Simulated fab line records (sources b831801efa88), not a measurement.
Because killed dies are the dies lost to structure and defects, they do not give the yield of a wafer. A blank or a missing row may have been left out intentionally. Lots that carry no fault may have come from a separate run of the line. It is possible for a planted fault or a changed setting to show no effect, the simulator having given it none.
fab line records	flow sky130
record: lots: 12	wafers: 36	lastDay: 51
route steps=708 shown CAPM@539 VIA4@642 PAD_OPEN@707
lots that met no fault: from a run of the same line without faults
startH: the number of hours between the record's first day and the start of the first shown wafer of the lot	waitH: hours elapsed since this lot's preceding step	" identical to the entry in the row above	L1.1+2: one row covering several wafers at once	- no value, or no start was given	* or withheld: withheld	< > ~ a bound
route shown NAME@n: a module of which the file shows steps, and the number in the route of the first	usual: average and standard deviation across the fault-free wafers	same: alike in all rows	chamber/n: place in a boat	sites: readings site by site	_std_site: standard deviation of those values	_edge_site: inner sites' mean taken away from outer sites' mean	radiusMm: for every site, how far away it sits from the centre of the wafer	mask NAME#n: copy n	behind: the last tool/chamber to shape the wafer	hold: why the lot was held/for how many hours/how that ended	device: the n, p or np transistor that did not switch	end of line: at the end of the route, the tests of the same wafers	step lacking rows: just its recipe	killed: count of dies lost to structure and defects at first sort (not the wafer's yield)	map: a wafer's dies, marking killed ones x, the rest . and places with no die _
set.NAME: the run value of the setting; set.NAME@STEP: its run value at that earlier step	model.NAME: the simulator's own value behind a step, which no gauge read
steps of the route over a sample of lots; a table a step, a row a wafer
services: when a tool's chamber went out of use (startH, in hours from the record's first day, below 0 if earlier), for how many hours, and the reason
== steps ==
step: SKY_CAPM_SPUTTER_02
recipe: material: TiN	targetThkNm: 200	tempC: 300	powerW: 6500	timeS: 166.7	chamberPressurePa: 0.4
usual: chamberPressurePa: 0.4000/0.00078	throttleValvePct: 30.2/0.87
lot.wafer	tool	chamber	startH	waitH	chamberPressurePa	throttleValvePct
L215.1	pvdSputter-02	-	882.38	0.1	0.3997	29.6
L215.3	"	-	"	"	0.4003	29.5
L215.5	"	-	"	"	0.4009	29.6
L214.1	pvdSputter-03	-	882.46	0.1	0.3995	30.0
L214.4	"	-	"	"	0.4004	31.6
L214.5	"	-	"	"	0.3997	28.5
L217.3	pvdSputter-02	-	895.97	0.0	0.3997	29.8
L217.4	"	-	"	"	0.3978	31.2
L217.5	"	-	"	"	0.4004	29.8
L218.2	pvdSputter-04	-	905.79	0.0	0.3997	29.7
L218.3	"	-	"	"	0.4011	30.7
L218.6	"	-	"	"	0.4006	31.4
L219.3	pvdSputter-02	-	915.04	0.0	0.3996	29.4
L219.5	"	-	"	"	0.4007	29.6
L219.6	"	-	"	"	0.4014	30.1
L223.2	pvdSputter-02	-	936.13	0.0	0.4014	30.9
L223.4	"	-	"	"	0.3992	29.7
L223.6	"	-	"	"	0.3995	30.0
L224.1	pvdSputter-04	-	944.22	0.1	0.3992	31.4
L224.5	"	-	"	"	0.4012	29.7
L224.6	"	-	"	"	0.4005	30.2
L231.3	pvdSputter-04	-	992.74	0.0	0.3986	31.0
L231.5	"	-	"	"	0.4011	29.8
L231.6	"	-	"	"	0.4000	31.4
L232.1	pvdSputter-02	-	995.76	0.1	0.4008	29.7
L232.3	"	-	"	"	0.3988	31.2
L232.6	"	-	"	"	0.4007	29.6
L234.1	pvdSputter-03	-	1010.23	0.1	0.3990	28.8
L234.3	"	-	"	"	0.4004	32.0
L234.5	"	-	"	"	0.4001	28.6
L236.2	pvdSputter-02	-	1025.57	0.0	0.3991	31.1
L236.5	"	-	"	"	0.4003	30.2
L236.6	"	-	"	"	0.4014	31.3
L237.4	pvdSputter-02	-	1030.73	0.1	0.3994	30.1
L237.5	"	-	"	"	0.4015	29.4
L237.6	"	-	"	"	0.3992	29.9
step: SKY_VIA4_BOW_MEAS_03
recipe: mode: bow
usual: VIA4_BOW: 82/8.1
lot.wafer	tool	chamber	startH	waitH	VIA4_BOW[um]
L215.1	filmMetro-02	-	1012.77	0.2	73
L215.3	"	-	"	"	83
L215.5	"	-	"	"	78
L214.1	filmMetro-01	-	1013.95	0.2	98
L214.4	"	-	"	"	88
L214.5	"	-	"	"	97
L217.3	filmMetro-01	-	1025.43	0.3	76
L217.4	"	-	"	"	72
L217.5	"	-	"	"	84
L218.2	filmMetro-03	-	1035.49	0.2	84
L218.3	"	-	"	"	69
L218.6	"	-	"	"	74
L219.3	filmMetro-02	-	1040.96	0.1	89
L219.5	"	-	"	"	86
L219.6	"	-	"	"	79
L223.2	filmMetro-03	-	1062.12	0.3	73
L223.4	"	-	"	"	69
L223.6	"	-	"	"	83
L224.1	filmMetro-02	-	1067.85	0.1	84
L224.5	"	-	"	"	85
L224.6	"	-	"	"	92
L231.3	filmMetro-02	-	1111.06	0.2	74
L231.5	"	-	"	"	73
L231.6	"	-	"	"	75
L232.1	filmMetro-02	-	1113.00	0.2	96
L232.3	"	-	"	"	85
L232.6	"	-	"	"	95
L234.1	filmMetro-01	-	1125.81	0.2	84
L234.3	"	-	"	"	79
L234.5	"	-	"	"	73
L236.2	filmMetro-01	-	1140.09	0.2	96
L236.5	"	-	"	"	86
L236.6	"	-	"	"	85
L237.4	filmMetro-02	-	1146.02	0.3	73
L237.5	"	-	"	"	87
L237.6	"	-	"	"	66
step: SKY_VIA4_RS_MEAS_19
recipe: thkMeasGauge: four-point-probe	reads: W_of_VIA4_CVD_18+TiN_of_VIA4_SPUTTER_17
usual: VIA4_W_RS: 0.2258/0.0022
lot.wafer	tool	chamber	startH	waitH	VIA4_W_RS[ohm/sq]
L215.1	filmMetro-02	-	1036.54	0.1	0.2291
L215.3	"	-	"	"	0.2238
L215.5	"	-	"	"	0.2214
L214.1	filmMetro-02	-	1037.53	0.3	0.2273
L214.4	"	-	"	"	0.2296
L214.5	"	-	"	"	0.2279
L217.3	filmMetro-02	-	1049.00	0.1	0.2250
L217.4	"	-	"	"	0.2279
L217.5	"	-	"	"	0.2274
L218.2	filmMetro-01	-	1059.13	0.1	0.2307
L218.3	"	-	"	"	0.2322
L218.6	"	-	"	"	0.2301
L219.3	filmMetro-03	-	1064.06	0.1	0.2250
L219.5	"	-	"	"	0.2260
L219.6	"	-	"	"	0.2274
L223.2	filmMetro-01	-	1084.88	0.1	0.2263
L223.4	"	-	"	"	0.2244
L223.6	"	-	"	"	0.2260
L224.1	filmMetro-01	-	1090.05	0.1	0.2295
L224.5	"	-	"	"	0.2283
L224.6	"	-	"	"	0.2251
L231.3	filmMetro-02	-	1132.13	0.1	0.2252
L231.5	"	-	"	"	0.2255
L231.6	"	-	"	"	0.2240
L232.1	filmMetro-03	-	1133.88	0.1	0.2227
L232.3	"	-	"	"	0.2253
L232.6	"	-	"	"	0.2272
L234.1	filmMetro-02	-	1146.75	0.1	0.2233
L234.3	"	-	"	"	0.2233
L234.5	"	-	"	"	0.2265
L236.2	filmMetro-01	-	1161.20	0.1	0.2257
L236.5	"	-	"	"	0.2236
L236.6	"	-	"	"	0.2243
L237.4	filmMetro-02	-	1165.60	0.1	0.2224
L237.5	"	-	"	"	0.2245
L237.6	"	-	"	"	0.2192
step: SKY_PAD_OPEN_BOW_MEAS_13
recipe: mode: bow
usual: PAD_OPEN_BOW: 50/8.4
lot.wafer	tool	chamber	startH	waitH	PAD_OPEN_BOW[um]
L215.1	filmMetro-01	-	1106.67	-	35
L215.3	"	-	"	"	44
L215.5	"	-	"	"	39
L214.1	filmMetro-03	-	1108.26	-	64
L214.4	"	-	"	"	54
L214.5	"	-	"	"	64
L217.3	filmMetro-03	-	1118.47	-	45
L217.4	"	-	"	"	43
L217.5	"	-	"	"	51
L218.2	filmMetro-03	-	1127.70	-	55
L218.3	"	-	"	"	39
L218.6	"	-	"	"	46
L219.3	filmMetro-04	-	1130.85	-	59
L219.5	"	-	"	"	55
L219.6	"	-	"	"	47
L223.2	filmMetro-01	-	1150.55	-	40
L223.4	"	-	"	"	38
L223.6	"	-	"	"	51
L224.1	filmMetro-04	-	1156.76	-	51
L224.5	"	-	"	"	53
L224.6	"	-	"	"	58
L231.3	filmMetro-04	-	1190.73	-	40
L231.5	"	-	"	"	38
L231.6	"	-	"	"	39
L232.1	filmMetro-03	-	1192.99	-	67
L232.3	"	-	"	"	55
L232.6	"	-	"	"	66
L234.1	filmMetro-03	-	1203.65	-	54
L234.3	"	-	"	"	47
L234.5	"	-	"	"	44
L236.2	filmMetro-01	-	1214.91	-	63
L236.5	"	-	"	"	53
L236.6	"	-	"	"	52
L237.4	filmMetro-01	-	1219.32	-	46
L237.5	"	-	"	"	60
L237.6	"	-	"	"	39
step: SKY_PAD_OPEN_PROBE_99
usual: defectLimitedYield: 82.5/2.2	killed_at_M0_to_M3: 43/7.5	killed_at_M4_up: 3.2/1.9	killedAtContacts: 24/5.6	killedAtFrontEnd: 15/4.8	killedAtOther: 0.2/0.54	killedDies: 86/11	killedOpen: 47/7.6	killedShort: 39/7.1	sort_bin_3_pad_short: 0.8/0.36	sort_bin_5_function: 10.4/1.6	sort_bin_6_memory: 6.3/1.3	sortNPass: 406/11	sortYieldPct: 82.5/2.2
same: grossDies: 492	killedAtBackSide: 0	sort_bin_4_leakage[%]: 0	sort_bin_8_speed[%]: 0
lot.wafer	tool	chamber	startH	waitH	hold	defectLimitedYield[%]	killed_at_M0_to_M3	killed_at_M4_up	killedAtContacts	killedAtFrontEnd	killedAtOther	killedDies	killedOpen	killedShort	sort_bin_3_pad_short[%]	sort_bin_5_function[%]	sort_bin_6_memory[%]	sortNPass	sortYieldPct[%]
L215.1	prober-02	-	1106.79	0.1	-	83.9	44	2	17	15	1	79	43	36	1.0	7.7	7.3	413	83.9
L215.3	prober-02	-	1106.89	0.2	-	86.4	34	1	18	12	2	67	38	29	0.8	8.5	4.3	425	86.4
L215.5	prober-02	-	1106.99	0.2	-	82.7	46	2	26	11	0	85	48	37	0.8	9.8	6.7	407	82.7
L214.1	prober-01	-	1108.38	0.1	-	83.3	51	1	19	11	0	82	44	38	1.0	12.4	3.3	410	83.3
L214.4	prober-01	-	1108.53	0.2	-	82.1	57	2	16	13	0	88	49	39	0.4	9.1	8.3	404	82.1
L214.5	prober-01	-	1108.58	0.2	-	84.3	37	4	26	10	0	77	49	28	0.4	9.6	5.7	415	84.3
L217.3	prober-02	-	1118.65	0.2	-	82.1	42	6	28	11	1	88	52	36	0.6	11.8	5.5	404	82.1
L217.4	prober-02	-	1118.70	0.2	-	78.9	50	2	32	20	0	104	60	44	1.0	12.4	7.7	388	78.9
L217.5	prober-02	-	1118.75	0.2	-	80.7	46	7	24	18	0	95	57	38	0.6	11.6	7.1	397	80.7
L218.2	prober-02	-	1127.85	0.1	-	85.0	35	3	26	10	0	74	40	34	0.4	7.9	6.7	418	85.0
L218.3	prober-02	-	1127.90	0.2	-	80.9	48	3	27	16	0	94	43	51	0.6	11.0	7.5	398	80.9
L218.6	prober-02	-	1128.05	0.2	-	82.7	41	3	24	17	0	85	46	39	0.2	12.6	4.5	407	82.7
L219.3	prober-01	-	1131.03	0.2	-	84.3	41	3	22	11	0	77	37	40	0.6	7.3	7.7	415	84.3
L219.5	prober-01	-	1131.13	0.2	-	83.5	38	5	20	16	2	81	40	41	0.8	8.7	6.9	411	83.5
L219.6	prober-01	-	1131.18	0.2	-	83.7	42	9	22	6	1	80	43	37	1.0	10.2	5.1	412	83.7
L223.2	prober-01	-	1150.70	0.1	-	81.3	65	2	17	8	0	92	48	44	0.4	12.2	6.1	400	81.3
L223.4	prober-01	-	1150.80	0.2	-	83.7	46	1	18	13	2	80	47	33	1.0	10.2	5.1	412	83.7
L223.6	prober-01	-	1150.90	0.2	-	82.9	41	5	24	14	0	84	46	38	0.2	11.0	5.9	408	82.9
L224.1	prober-02	-	1156.88	0.1	-	80.9	49	3	24	18	0	94	56	38	0.8	11.2	7.1	398	80.9
L224.5	prober-02	-	1157.08	0.2	-	79.3	50	8	20	24	0	102	51	51	1.4	12.4	6.9	390	79.3
L224.6	prober-02	-	1157.13	0.2	-	79.7	50	3	30	17	0	100	46	54	1.0	12.4	6.9	392	79.7
L231.3	prober-01	-	1190.91	0.2	awaitDispo/4.6h/release	80.3	47	2	28	20	0	97	63	34	0.6	10.4	8.7	395	80.3
L231.5	prober-01	-	1191.01	0.2	awaitDispo/4.6h/release	69.1	44	2	32	13	61	152	48	44	6.3	17.3	7.3	340	69.1
L231.6	prober-01	-	1191.06	0.2	awaitDispo/4.6h/release	82.1	54	2	18	14	0	88	54	34	0.8	11.6	5.5	404	82.1
L232.1	prober-02	-	1193.11	0.1	-	81.9	41	3	26	18	1	89	48	41	0.8	11.0	6.3	403	81.9
L232.3	prober-02	-	1193.21	0.2	-	80.5	40	2	37	17	0	96	51	45	1.0	13.0	5.5	396	80.5
L232.6	prober-02	-	1193.36	0.2	-	85.2	29	2	21	21	0	73	35	38	1.0	9.1	4.7	419	85.2
L234.1	prober-02	-	1203.77	0.1	-	82.5	42	4	19	21	0	86	55	31	0.8	7.3	9.3	406	82.5
L234.3	prober-02	-	1203.87	0.2	-	78.0	45	6	31	26	0	108	47	61	1.4	11.6	8.9	384	78.0
L234.5	prober-02	-	1203.97	0.2	-	82.9	44	2	27	11	0	84	51	33	0.6	11.2	5.3	408	82.9
L236.2	prober-02	-	1215.06	0.1	-	80.9	46	2	25	21	0	94	51	43	1.0	13.2	4.9	398	80.9
L236.5	prober-02	-	1215.21	0.2	-	81.9	44	3	25	17	0	89	55	34	0.6	10.4	7.1	403	81.9
L236.6	prober-02	-	1215.26	0.2	-	79.5	56	1	24	19	1	101	45	56	1.2	11.8	7.5	391	79.5
L237.4	prober-01	-	1219.53	0.2	-	82.1	44	3	25	15	1	88	43	45	1.0	10.0	6.9	404	82.1
L237.5	prober-01	-	1219.58	0.2	-	83.5	55	1	16	9	0	81	40	41	1.0	9.3	6.1	411	83.5
L237.6	prober-01	-	1219.63	0.2	-	85.8	45	0	15	10	0	70	32	38	0.6	8.3	5.3	422	85.8
killed by level:class
L215.1 VIA1:geometricParticle:open=10 METAL1:geometricParticle:short=9 VIA2:geometricParticle:open=7 POLY_GATE:geometricParticle:short=6 LI_CONTACT:geometricParticle:open=6 VIA3:geometricParticle:open=6 LOCAL_INTERCONNECT:geometricParticle:short=5 VIA1:geometricParticle:short=5
L215.3 CONTACT:geometricParticle:open=8 METAL2:geometricParticle:short=6 VIA1:geometricParticle:open=5 VIA2:geometricParticle:open=5 VIA1:geometricParticle:short=5 FIELD_ISO:geometricParticle:short=4 FIELD_ISO:geometricParticle:open=4 METAL1:geometricParticle:short=4
L215.5 VIA3:geometricParticle:open=9 CONTACT:geometricParticle:open=9 VIA1:geometricParticle:open=8 METAL3:geometricParticle:short=8 LI_CONTACT:geometricParticle:open=6 LOCAL_INTERCONNECT:geometricParticle:short=5 METAL2:geometricParticle:short=5 POLY_GATE:geometricParticle:open=4
L214.1 VIA2:geometricParticle:open=11 METAL2:geometricParticle:short=8 CONTACT:geometricParticle:open=8 VIA1:geometricParticle:short=8 LI_CONTACT:geometricParticle:open=6 VIA1:geometricParticle:open=6 VIA3:geometricParticle:open=6 METAL1:geometricParticle:short=4
L214.4 VIA1:geometricParticle:open=12 VIA2:geometricParticle:open=11 CONTACT:geometricParticle:open=9 METAL1:geometricParticle:short=8 VIA3:geometricParticle:open=8 VIA1:geometricParticle:short=6 METAL2:geometricParticle:short=5 FIELD_ISO:geometricParticle:short=4
L214.5 CONTACT:geometricParticle:open=10 VIA1:geometricParticle:open=10 VIA2:geometricParticle:open=9 LI_CONTACT:geometricParticle:open=6 VIA3:geometricParticle:open=5 POLY_GATE:geometricParticle:open=4 LOCAL_INTERCONNECT:geometricParticle:short=4 METAL1:geometricParticle:short=4
L217.3 VIA1:geometricParticle:open=14 CONTACT:geometricParticle:open=12 LI_CONTACT:geometricParticle:open=7 VIA3:geometricParticle:open=7 METAL4:geometricParticle:short=6 CONTACT:geometricParticle:short=5 POLY_GATE:geometricParticle:open=4 METAL2:geometricParticle:short=4
L217.4 VIA1:geometricParticle:open=15 CONTACT:geometricParticle:open=11 LI_CONTACT:geometricParticle:open=8 VIA3:geometricParticle:open=7 VIA3:geometricParticle:short=6 POLY_GATE:geometricParticle:short=5 CONTACT:geometricParticle:short=5 VIA2:geometricParticle:short=5
L217.5 VIA1:geometricParticle:open=9 VIA2:geometricParticle:open=9 VIA3:geometricParticle:open=8 CONTACT:geometricParticle:open=8 FIELD_ISO:geometricParticle:open=7 VIA1:geometricParticle:short=7 CONTACT:geometricParticle:short=6 METAL4:geometricParticle:short=5
L218.2 VIA1:geometricParticle:open=9 CONTACT:geometricParticle:open=8 LI_CONTACT:geometricParticle:open=7 CONTACT:geometricParticle:short=6 VIA2:geometricParticle:short=5 VIA3:geometricParticle:open=4 VIA2:geometricParticle:open=4 VIA1:geometricParticle:short=3
L218.3 CONTACT:geometricParticle:open=10 VIA1:geometricParticle:short=9 LI_CONTACT:geometricParticle:open=9 VIA3:geometricParticle:open=9 METAL2:geometricParticle:short=7 FIELD_ISO:geometricParticle:short=6 VIA1:geometricParticle:open=6 CONTACT:geometricParticle:short=5
L218.6 VIA1:geometricParticle:open=9 VIA2:geometricParticle:open=8 LI_CONTACT:geometricParticle:open=6 CONTACT:geometricParticle:short=6 FIELD_ISO:geometricParticle:short=5 VIA1:geometricParticle:short=5 POLY_GATE:geometricParticle:open=5 VIA2:geometricParticle:short=5
L219.3 CONTACT:geometricParticle:open=10 VIA3:geometricParticle:open=8 VIA1:geometricParticle:open=8 METAL2:geometricParticle:short=5 METAL3:geometricParticle:short=5 METAL1:geometricParticle:short=4 POLY_GATE:geometricParticle:short=4 LI_CONTACT:geometricParticle:open=4
L219.5 VIA3:geometricParticle:open=8 METAL3:geometricParticle:short=6 LI_CONTACT:geometricParticle:open=6 VIA1:geometricParticle:open=6 FIELD_ISO:geometricParticle:short=5 CONTACT:geometricParticle:short=5 VIA1:geometricParticle:short=5 CONTACT:geometricParticle:open=5
L219.6 VIA1:geometricParticle:open=10 LI_CONTACT:geometricParticle:open=8 CONTACT:geometricParticle:open=6 VIA3:geometricParticle:short=6 VIA3:geometricParticle:open=6 METAL4:geometricParticle:short=6 METAL2:geometricParticle:short=5 METAL1:geometricParticle:short=4
L223.2 VIA1:geometricParticle:open=16 METAL2:geometricParticle:short=9 METAL1:geometricParticle:short=8 VIA3:geometricParticle:open=7 VIA2:geometricParticle:open=7 LI_CONTACT:geometricParticle:open=6 CONTACT:geometricParticle:open=6 VIA1:geometricParticle:short=4
L223.4 CONTACT:geometricParticle:open=9 VIA3:geometricParticle:open=9 VIA1:geometricParticle:open=8 METAL1:geometricParticle:short=7 VIA1:geometricParticle:short=6 FIELD_ISO:geometricParticle:open=5 METAL2:geometricParticle:short=4 VIA2:geometricParticle:open=4
L223.6 VIA1:geometricParticle:open=9 LI_CONTACT:geometricParticle:open=8 VIA2:geometricParticle:open=6 VIA1:geometricParticle:short=5 METAL1:geometricParticle:short=4 LOCAL_INTERCONNECT:geometricParticle:short=4 CONTACT:geometricParticle:open=4 VIA3:geometricParticle:open=4
L224.1 METAL1:geometricParticle:short=11 VIA1:geometricParticle:open=11 CONTACT:geometricParticle:open=9 LI_CONTACT:geometricParticle:open=8 VIA3:geometricParticle:open=6 FIELD_ISO:geometricParticle:open=5 METAL2:geometricParticle:short=5 VIA2:geometricParticle:open=5
L224.5 VIA1:geometricParticle:open=12 FIELD_ISO:geometricParticle:open=8 METAL2:geometricParticle:short=8 VIA3:geometricParticle:open=8 FIELD_ISO:geometricParticle:short=6 POLY_GATE:geometricParticle:short=6 CONTACT:geometricParticle:open=6 METAL3:geometricParticle:short=5
L224.6 METAL2:geometricParticle:short=9 VIA3:geometricParticle:open=9 VIA1:geometricParticle:open=8 CONTACT:geometricParticle:open=7 METAL1:geometricParticle:short=7 FIELD_ISO:geometricParticle:open=6 LI_CONTACT:geometricParticle:open=6 CONTACT:geometricParticle:short=6
L231.3 CONTACT:geometricParticle:open=11 LI_CONTACT:geometricParticle:open=10 VIA2:geometricParticle:open=10 VIA1:geometricParticle:open=10 FIELD_ISO:geometricParticle:open=7 METAL2:geometricParticle:short=7 VIA3:geometricParticle:open=7 FIELD_ISO:geometricParticle:short=6
L231.5 CAPM:unspecified=60 CONTACT:geometricParticle:open=12 VIA3:geometricParticle:open=10 LI_CONTACT:geometricParticle:open=9 VIA1:geometricParticle:short=6 METAL2:geometricParticle:short=5 CONTACT:geometricParticle:short=5 VIA1:geometricParticle:open=5
L231.6 VIA1:geometricParticle:open=19 VIA3:geometricParticle:open=6 LI_CONTACT:geometricParticle:open=5 VIA1:geometricParticle:short=5 FIELD_ISO:geometricParticle:open=4 LOCAL_INTERCONNECT:geometricParticle:short=4 CONTACT:geometricParticle:open=4 METAL1:geometricParticle:short=4
L232.1 CONTACT:geometricParticle:open=14 FIELD_ISO:geometricParticle:open=7 METAL3:geometricParticle:short=7 VIA1:geometricParticle:open=7 METAL1:geometricParticle:short=6 VIA2:geometricParticle:open=6 POLY_GATE:geometricParticle:short=4 LI_CONTACT:geometricParticle:open=4
L232.3 CONTACT:geometricParticle:open=14 VIA1:geometricParticle:open=11 LOCAL_INTERCONNECT:geometricParticle:short=7 CONTACT:geometricParticle:short=7 LI_CONTACT:geometricParticle:open=6 POLY_GATE:geometricParticle:short=5 METAL1:geometricParticle:short=5 FIELD_ISO:geometricParticle:open=4
L232.6 CONTACT:geometricParticle:open=6 VIA1:geometricParticle:open=6 FIELD_ISO:geometricParticle:short=5 POLY_GATE:geometricParticle:open=5 LI_CONTACT:geometricParticle:open=5 VIA1:geometricParticle:short=5 SPACER:geometricParticle:short=4 LI_CONTACT:geometricParticle:short=4
L234.1 VIA1:geometricParticle:open=12 POLY_GATE:geometricParticle:open=8 CONTACT:geometricParticle:open=7 VIA3:geometricParticle:open=7 VIA2:geometricParticle:open=6 FIELD_ISO:geometricParticle:short=4 FIELD_ISO:geometricParticle:open=4 LI_CONTACT:geometricParticle:open=4
L234.3 LI_CONTACT:geometricParticle:open=12 POLY_GATE:geometricParticle:short=8 METAL1:geometricParticle:short=8 FIELD_ISO:geometricParticle:short=7 VIA1:geometricParticle:open=7 CONTACT:geometricParticle:open=7 POLY_GATE:geometricParticle:open=5 VIA3:geometricParticle:open=5
L234.5 VIA1:geometricParticle:open=14 CONTACT:geometricParticle:open=12 LI_CONTACT:geometricParticle:open=7 VIA2:geometricParticle:open=6 CONTACT:geometricParticle:short=5 METAL1:geometricParticle:short=4 VIA1:geometricParticle:short=4 METAL1:geometricParticle:open=3
L236.2 VIA1:geometricParticle:open=13 LI_CONTACT:geometricParticle:short=7 POLY_GATE:geometricParticle:open=7 FIELD_ISO:geometricParticle:open=6 VIA2:geometricParticle:open=6 CONTACT:geometricParticle:open=6 METAL2:geometricParticle:short=6 FIELD_ISO:geometricParticle:short=5
L236.5 VIA1:geometricParticle:open=15 LI_CONTACT:geometricParticle:open=10 FIELD_ISO:geometricParticle:short=9 CONTACT:geometricParticle:open=7 VIA3:geometricParticle:open=7 METAL2:geometricParticle:short=5 VIA1:geometricParticle:short=5 METAL1:geometricParticle:short=4
L236.6 VIA1:geometricParticle:open=13 CONTACT:geometricParticle:open=12 METAL2:geometricParticle:short=10 FIELD_ISO:geometricParticle:short=8 VIA1:geometricParticle:short=8 VIA2:geometricParticle:open=7 LI_CONTACT:geometricParticle:short=5 METAL1:geometricParticle:short=5
L237.4 CONTACT:geometricParticle:open=9 VIA1:geometricParticle:open=9 VIA3:geometricParticle:open=9 METAL2:geometricParticle:short=7 CONTACT:geometricParticle:short=6 FIELD_ISO:geometricParticle:short=5 LOCAL_INTERCONNECT:geometricParticle:short=5 METAL1:geometricParticle:short=5
L237.5 VIA1:geometricParticle:open=14 VIA3:geometricParticle:open=8 METAL1:geometricParticle:short=8 CONTACT:geometricParticle:short=6 CONTACT:geometricParticle:open=6 VIA1:geometricParticle:short=6 METAL2:geometricParticle:short=4 VIA2:geometricParticle:short=4
L237.6 VIA1:geometricParticle:open=10 METAL1:geometricParticle:short=8 VIA1:geometricParticle:short=8 CONTACT:geometricParticle:open=6 METAL2:geometricParticle:short=5 FIELD_ISO:geometricParticle:short=4 METAL1:geometricParticle:open=3 LOCAL_INTERCONNECT:geometricParticle:short=3
== services ==
tool	chamber	startH	hours	kind
pvdSputter-03	0	897.23	-	consumableReplace:kit
pvdSputter-03	0	897.23	18.0	scheduledDown
pvdSputter-03	0	897.23	18.0	ventCycle
pvdSputter-02	-	900.47	3.7	repair
pvdSputter-02	-	903.01	5.2	repair
pvdSputter-02	-	927.52	1.5	repair
pvdSputter-03	-	950.54	4.1	repair
pvdSputter-02	-	966.98	1.5	repair
pvdSputter-04	1	996.93	-	consumableReplace:kit
pvdSputter-04	1	996.93	18.0	scheduledDown
pvdSputter-04	1	996.93	18.0	ventCycle
pvdSputter-02	1	1027.06	-	consumableReplace:kit
pvdSputter-02	1	1027.06	18.0	scheduledDown
pvdSputter-02	1	1027.06	18.0	ventCycle
== key ==
firstSign: step: SKY_PAD_OPEN_PROBE_99	reading: killedAtOther	direction: up	sigmas: 61	usual: 0.2	struck: 61
effect: step: SKY_PAD_OPEN_PROBE_99	reading: sort_bin_3_pad_short	direction: up	sigmas: 15	usual: 0.8	struck: 6.3
metAt SKY_CAPM_SPUTTER_02
struckLots L231
struckWafers L231.5
notActingAt SKY_VIA4_BOW_MEAS_03,SKY_VIA4_RS_MEAS_19,SKY_PAD_OPEN_BOW_MEAS_13
onsetBetween 944.22 992.74
fault: kind: chamberParticleSource	tool: pvdSputter-04	chamber: -	onsetH: 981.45	steps: SKY_CAPM_SPUTTER_02	ratePerVisitCm2: 1.9964	endH: 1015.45	scope: struckWafersOnly
